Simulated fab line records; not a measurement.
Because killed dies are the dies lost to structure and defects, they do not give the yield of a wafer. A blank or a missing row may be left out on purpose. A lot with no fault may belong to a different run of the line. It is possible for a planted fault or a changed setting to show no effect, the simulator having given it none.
Which tool did it? | flow gf180mcu | 24 lots with 72 wafers sampled at 5 steps, on a route of 602 steps

## WHAT THE GAUGES READ, wafer by wafer
GF_VT_IMPLANT_RS_MEAS_46: measurement is done with a four-point probe. Usual: MVSD_RS typically reads 457.1 ohm/sq, with standard deviation 1.
lot  | measured     | on           | MVSD_RS (ohm/sq)  | flag
L074 | day 7 21:05  | filmMetro-04 | 457.2 458.0 458.2 | 
L075 | day 8 02:04  | filmMetro-02 | 457.2 457.2 456.9 | 
L076 | day 8 11:00  | filmMetro-01 | 456.7 457.8 458.1 | 
L077 | day 8 17:05  | filmMetro-04 | 455.3 455.8 456.4 | 
L078 | day 8 20:30  | filmMetro-02 | 455.4 456.6 456.0 | 
L079 | day 9 00:32  | filmMetro-02 | 458.9 457.6 459.1 | 
L080 | day 9 14:02  | filmMetro-02 | 457.1 456.8 456.5 | 
L081 | day 9 17:04  | filmMetro-02 | 459.6 458.4 457.5 | 
L082 | day 9 22:44  | filmMetro-02 | 455.7 456.3 456.3 | 
L083 | day 10 03:27 | filmMetro-02 | 459.1 457.2 458.1 | 
L084 | day 10 14:38 | filmMetro-01 | 456.8 456.5 456.9 | 
L085 | day 10 19:56 | filmMetro-01 | 457.9 457.9 456.5 | 
L086 | day 11 03:56 | filmMetro-02 | 456.0 456.5 456.5 | 
L087 | day 11 08:20 | filmMetro-04 | 458.2 458.4 457.3 | 
L088 | day 11 15:29 | filmMetro-01 | 456.1 457.6 458.5 | 
L089 | day 11 22:26 | filmMetro-02 | 456.1 456.4 456.0 | 
L090 | day 12 05:10 | filmMetro-04 | 457.8 458.1 458.3 | 
L091 | day 12 12:52 | filmMetro-02 | 456.7 455.9 456.1 | 
L092 | day 12 17:58 | filmMetro-04 | 456.2 458.2 458.1 | 
L093 | day 12 23:44 | filmMetro-02 | 458.4 458.0 457.8 | 
L094 | day 13 06:37 | filmMetro-01 | 456.1 456.5 455.9 | 
L095 | day 13 13:36 | filmMetro-04 | 456.7 458.0 457.7 | 
L096 | day 13 19:20 | filmMetro-01 | 455.3 455.8 456.9 | 
L097 | day 14 00:33 | filmMetro-01 | 458.0 458.9 457.4 | 

GF_M5_CD_MEAS_07: the cd target is 280 nm. Usual: cdNm at 280.4 nm, with a standard deviation of 1.3.
lot  | measured     | on       | cdNm (nm)         | flag
L074 | day 27 00:09 | cdSem-01 | 279.6 280.0 278.9 | 
L075 | day 27 00:40 | cdSem-02 | 282.1 283.1 282.1 | 
L076 | day 27 09:18 | cdSem-02 | 280.6 280.3 279.8 | 
L077 | day 27 21:46 | cdSem-02 | 279.3 280.4 279.1 | 
L078 | day 28 02:29 | cdSem-01 | 282.5 281.2 281.0 | 
L079 | day 28 15:32 | cdSem-01 | 280.9 280.2 280.4 | 
L080 | day 29 00:20 | cdSem-02 | 281.1 280.2 280.2 | 
L081 | day 28 22:41 | cdSem-02 | 279.7 279.4 280.4 | 
L082 | day 29 05:13 | cdSem-01 | 278.8 280.0 277.7 | 
L083 | day 29 08:56 | cdSem-01 | 281.2 282.8 281.9 | 
L084 | day 30 11:59 | cdSem-01 | 278.8 279.2 280.2 | 
L085 | day 30 10:00 | cdSem-01 | 280.3 281.0 281.1 | 
L086 | day 30 14:17 | cdSem-01 | 276.5 278.9 277.0 | 
L087 | day 30 18:17 | cdSem-02 | 280.7 280.2 279.7 | 
L088 | day 30 23:37 | cdSem-01 | 280.1 280.2 279.7 | 
L089 | day 31 05:26 | cdSem-01 | 279.2 279.4 279.7 | 
L090 | day 31 11:22 | cdSem-01 | 281.9 281.5 280.6 | 
L091 | day 32 01:49 | cdSem-01 | 281.3 280.3 280.3 | 
L092 | day 32 06:13 | cdSem-01 | 281.9 281.7 280.8 | 
L093 | day 32 06:30 | cdSem-02 | 281.6 281.8 281.6 | 
L094 | day 32 10:56 | cdSem-02 | 280.5 280.5 279.3 | 
L095 | day 32 15:59 | cdSem-01 | 280.2 280.4 281.0 | 
L096 | day 32 22:32 | cdSem-01 | 279.5 281.4 278.7 | 
L097 | day 32 23:14 | cdSem-01 | 282.4 282.8 283.3 | 

## WHICH TOOL RAN EACH LOT (tool, then ch and the chambers of the sampled wafers, then the start)
lot  | GF_CONTACT_CMP_04             | GF_V3_STRIP_18                      | GF_V3_CMP_26
L074 | cmp-02 ch 1,2,3, day 15 15:30 | plasmaAsher-03 ch 0,1, day 23 00:26 | cmp-02 ch 0,1,3, day 23 01:22
L075 | cmp-02 ch 0,1,2, day 15 20:23 | plasmaAsher-03 ch 0,1, day 23 05:04 | cmp-01 ch 0,1,2, day 23 06:04
L076 | cmp-01 ch 0,1,2, day 16 06:41 | plasmaAsher-01 ch 0,1, day 23 15:13 | cmp-02 ch 0,1,3, day 23 16:16
L077 | cmp-01 ch 0,1,3, day 16 19:47 | plasmaAsher-01 ch 0,1, day 24 02:46 | cmp-01 ch 0,3, day 24 04:15
L078 | cmp-01 ch 0,1, day 17 00:29   | plasmaAsher-01 ch 0,1, day 24 08:01 | cmp-02 ch 0,1, day 24 08:56
L079 | cmp-01 ch 1,2,3, day 17 04:24 | plasmaAsher-03 ch 0,1, day 25 00:46 | cmp-02 ch 0,1,2, day 25 01:41
L080 | cmp-01 ch 1,2,3, day 18 03:24 | plasmaAsher-03 ch 0,1, day 25 08:43 | cmp-01 ch 0,2,3, day 25 09:42
L081 | cmp-01 ch 0,1,2, day 18 02:32 | plasmaAsher-03 ch 0,1, day 25 07:57 | cmp-02 ch 1,2,3, day 25 08:53
L082 | cmp-01 ch 0,1,3, day 18 09:54 | plasmaAsher-03 ch 0,1, day 25 14:13 | cmp-02 ch 0,1,3, day 25 15:29
L083 | cmp-01 ch 0,3, day 18 14:31   | plasmaAsher-01 ch 0,1, day 25 19:06 | cmp-02 ch 1,3, day 25 20:05
L084 | cmp-02 ch 1,2,3, day 19 14:20 | plasmaAsher-03 ch 0,1, day 26 22:52 | cmp-01 ch 0,1,2, day 27 00:08
L085 | cmp-01 ch 0,1,2, day 19 16:23 | plasmaAsher-02 ch 0,1, day 26 23:00 | cmp-02 ch 0,1, day 26 23:59
L086 | cmp-01 ch 0,1, day 20 00:00   | plasmaAsher-01 ch 0,1, day 27 02:10 | cmp-02 ch 2,3, day 27 03:08
L087 | cmp-02 ch 1,2,3, day 20 10:09 | plasmaAsher-02 ch 0,1, day 27 07:13 | cmp-02 ch 0,2,3, day 27 08:14
L088 | cmp-02 ch 0,2,3, day 20 17:18 | plasmaAsher-03 ch 1, day 27 13:37   | cmp-01 ch 0,2,3, day 27 15:24
L089 | cmp-02 ch 1,2, day 20 23:48   | plasmaAsher-03 ch 1, day 27 20:12   | cmp-01 ch 1,2, day 27 21:08
L090 | cmp-02 ch 0,1,2, day 21 07:23 | plasmaAsher-02 ch 0,1, day 28 02:00 | cmp-01 ch 0,2, day 28 03:17
L091 | cmp-02 ch 0,1,3, day 21 16:42 | plasmaAsher-02 ch 0,1, day 28 17:59 | cmp-02 ch 0,2, day 28 19:17
L092 | cmp-02 ch 0,2,3, day 22 04:55 | plasmaAsher-01 ch 0,1, day 28 22:06 | cmp-01 ch 1,2, day 28 23:05
L093 | cmp-02 ch 0,3, day 22 07:20   | plasmaAsher-02 ch 0,1, day 28 22:37 | cmp-02 ch 1,2,3, day 29 00:02
L094 | cmp-02 ch 0,1,2, day 22 14:13 | plasmaAsher-02 ch 0,1, day 29 03:57 | cmp-01 ch 0,1,3, day 29 04:58
L095 | cmp-02 ch 0,3, day 22 20:59   | plasmaAsher-03 ch 0,1, day 29 11:00 | cmp-02 ch 0,2,3, day 29 12:07
L096 | cmp-02 ch 1,3, day 23 04:09   | plasmaAsher-03 ch 0,1, day 29 18:07 | cmp-01 ch 0,2, day 29 19:16
L097 | cmp-01 ch 1,2,3, day 23 07:54 | plasmaAsher-01 ch 0,1, day 29 19:30 | cmp-01 ch 0,2,3, day 29 20:34
- GF_CONTACT_CMP_04: polishes SiO2.
- GF_V3_STRIP_18: strips in O2/N2.
- GF_V3_CMP_26: polishes, stops on SiO2, t overpolish 15 s, target thk 0 nm.

## WHAT THE TOOLS THEMSELVES READ (means of the sampled wafers that have a number; where no wafer has one, the mark that the record gives instead)
GF_CONTACT_CMP_04. Usual: motorCurrentA 11.6 A, standard deviation 0.97; timeToEndpointS 108 s, standard deviation 6.1.
lot  | tool   | motorCurrentA (A) | timeToEndpointS (s) | flag
L074 | cmp-02 | 12.0              | 114                 | 
L075 | cmp-02 | 11.9              | 112                 | 
L076 | cmp-01 | 10.8              | 107                 | 
L077 | cmp-01 | 11.2              | 107                 | 
L078 | cmp-01 | 10.8              | 105                 | 
L079 | cmp-01 | 11.7              | 112                 | 
L080 | cmp-01 | 11.6              | 106                 | 
L081 | cmp-01 | 10.9              | 107                 | 
L082 | cmp-01 | 11.4              | 101                 | 
L083 | cmp-01 | 10.5              | 100                 | 
L084 | cmp-02 | 12.1              | 110                 | 
L085 | cmp-01 | 11.0              | 108                 | 
L086 | cmp-01 | 10.3              | 103                 | 
L087 | cmp-02 | 11.9              | 107                 | 
L088 | cmp-02 | 11.8              | 98                  | 
L089 | cmp-02 | 12.2              | 106                 | 
L090 | cmp-02 | 12.2              | 109                 | 
L091 | cmp-02 | 11.9              | 108                 | 
L092 | cmp-02 | 11.9              | 114                 | 
L093 | cmp-02 | 11.5              | 114                 | 
L094 | cmp-02 | 12.1              | 113                 | 
L095 | cmp-02 | 11.6              | 111                 | 
L096 | cmp-02 | 12.1              | 108                 | 
L097 | cmp-01 | 11.4              | 97                  | 

GF_V3_STRIP_18. Usual: drypumpMotorCurrentA 5.8 A, standard deviation 0.47; heaterPowerW 324 W, standard deviation 30; oesProductAu 0.593 a.u., standard deviation 0.0049.
lot  | tool           | drypumpMotorCurrentA (A) | heaterPowerW (W) | oesProductAu (a.u.) | flag
L074 | plasmaAsher-03 | 5.9                      | 347              | 0.594               | 
L075 | plasmaAsher-03 | 5.5                      | 341              | 0.596               | 
L076 | plasmaAsher-01 | 5.7                      | 283              | 0.595               | 
L077 | plasmaAsher-01 | 5.7                      | 286              | 0.595               | 
L078 | plasmaAsher-01 | 5.7                      | 281              | 0.594               | 
L079 | plasmaAsher-03 | 5.5                      | 337              | 0.593               | 
L080 | plasmaAsher-03 | 5.9                      | 344              | 0.595               | 
L081 | plasmaAsher-03 | 5.9                      | 344              | 0.591               | 
L082 | plasmaAsher-03 | 5.5                      | 339              | 0.590               | 
L083 | plasmaAsher-01 | 5.5                      | 295              | 0.584               | 
L084 | plasmaAsher-03 | 5.9                      | 348              | 0.592               | 
L085 | plasmaAsher-02 | 6.0                      | 344              | 0.590               | 
L086 | plasmaAsher-01 | 5.5                      | 295              | 0.598               | 
L087 | plasmaAsher-02 | 5.9                      | 344              | 0.593               | 
L088 | plasmaAsher-03 | 5.2                      | 334              | 0.593               | 
L089 | plasmaAsher-03 | 5.2                      | 333              | 0.591               | 
L090 | plasmaAsher-02 | 6.0                      | 345              | 0.596               | 
L091 | plasmaAsher-02 | 6.0                      | 345              | 0.589               | 
L092 | plasmaAsher-01 | 5.5                      | 297              | 0.594               | 
L093 | plasmaAsher-02 | 6.2                      | 324              | 0.596               | 
L094 | plasmaAsher-02 | 6.0                      | 342              | 0.589               | 
L095 | plasmaAsher-03 | 5.5                      | 338              | 0.591               | 
L096 | plasmaAsher-03 | 5.9                      | 343              | 0.588               | 
L097 | plasmaAsher-01 | 5.6                      | 291              | 0.588               | 

GF_V3_CMP_26. Usual: motorCurrentA 10.6 A, standard deviation 0.84; overpolishRunS 15.001 s, standard deviation 0.0082; timeToEndpointS 83 s, standard deviation 3.9.
lot  | tool   | motorCurrentA (A) | overpolishRunS (s) | timeToEndpointS (s) | flag
L074 | cmp-02 | 11.5              | 14.995             | 85                  | 
L075 | cmp-01 | 10.1              | 15.009             | 80                  | 
L076 | cmp-02 | 10.7              | 15.001             | 90                  | 
L077 | cmp-01 | 10.3              | 15.007             | 84                  | 
L078 | cmp-02 | 11.3              | 15.006             | 85                  | 
L079 | cmp-02 | 11.1              | 15.002             | 89                  | 
L080 | cmp-01 | 9.9               | 14.995             | 81                  | 
L081 | cmp-02 | 11.1              | 15.000             | 85                  | 
L082 | cmp-02 | 11.4              | 15.002             | 86                  | 
L083 | cmp-02 | 11.2              | 15.000             | 86                  | 
L084 | cmp-01 | 9.8               | 15.011             | 77                  | 
L085 | cmp-02 | 11.8              | 14.999             | 89                  | 
L086 | cmp-02 | 10.3              | 15.000             | 80                  | 
L087 | cmp-02 | 10.8              | 14.991             | 82                  | 
L088 | cmp-01 | 9.7               | 14.997             | 79                  | 
L089 | cmp-01 | 10.4              | 15.001             | 82                  | 
L090 | cmp-01 | 9.7               | 15.006             | 83                  | 
L091 | cmp-02 | 10.7              | 15.000             | 87                  | 
L092 | cmp-01 | 10.3              | 14.996             | 83                  | 
L093 | cmp-02 | 11.1              | 15.008             | 83                  | 
L094 | cmp-01 | 9.9               | 15.001             | 82                  | 
L095 | cmp-02 | 10.8              | 15.003             | 83                  | 
L096 | cmp-01 | 9.8               | 14.997             | 82                  | 
L097 | cmp-01 | 9.9               | 15.005             | 78                  | 

## THE ANSWER, worked out from the rows above alone
Rule: a lot counts as off when the mean over its wafers that have a number is more than 3 standard deviations away from the usual mean. A lot without any number at a reading at which 4 lots or more have one is off too. The other lots that the step has rows for count as sound. Order of review: gauges by route order, followed by the tools' own readings, for which a lot's mean as printed above is used. The first step at which some lot is off is used, and at that step the reading that is off furthest; a lot without a number counts as furthest.
Across all readings shown, no lot is off: no conclusion can be drawn from this.

## WHAT HAD BEEN PUT IN BY THE SIMULATOR
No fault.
